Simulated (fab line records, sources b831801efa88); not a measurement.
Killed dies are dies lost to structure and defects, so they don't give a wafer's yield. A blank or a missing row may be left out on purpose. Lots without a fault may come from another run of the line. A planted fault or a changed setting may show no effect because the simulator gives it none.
Which tool did it? | flow gf180mcu | 7 lots, 21 wafers sampled, at 1 step of a route of 602

WHAT THE GAUGES READ, wafer by wafer
GF_STI_THK_MEAS_04.
lot  | measured    | on            | STI_CVD_03_THK (nm)
L177 | day 1 19:16 | film_metro-04 | 207.6 207.9 208.3
L182 | day 2 20:53 | film_metro-02 | 207.9 207.5 208.6
L188 | day 4 01:34 | film_metro-03 | 208.5 208.1 205.4
L190 | day 4 11:34 | film_metro-04 | 211.4 209.9 210.3
L192 | day 4 21:34 | film_metro-04 | 206.1 207.4 205.6
L196 | day 5 17:34 | film_metro-04 | 209.7 209.2 207.1
L199 | day 6 09:10 | film_metro-02 | 208.2 209.8 209.0

WHICH TOOL RAN EACH LOT (tool, then ch and the chambers of the sampled wafers, then the start)
The record holds no process step before these readings.

THE ANSWER, worked out from the rows above alone
Rule: what is usual is taken from the lots themselves. Put in order of their means at a reading, lots are off if they are a third of the lots or fewer, leave a main group of 4 or more, and stand apart from it by a gap of 3 or more times the standard deviation of the main group's means; of several such gaps the widest counts. A main group whose means are all the same, to the digits that the tables above print for the reading, isn't used. A lot without any number at a reading at which 4 lots or more have one is off too. The other lots that the step has rows for count as sound.
No lot is off at any reading shown: from this, nothing can be told.

WHAT THE SIMULATOR HAD PUT IN
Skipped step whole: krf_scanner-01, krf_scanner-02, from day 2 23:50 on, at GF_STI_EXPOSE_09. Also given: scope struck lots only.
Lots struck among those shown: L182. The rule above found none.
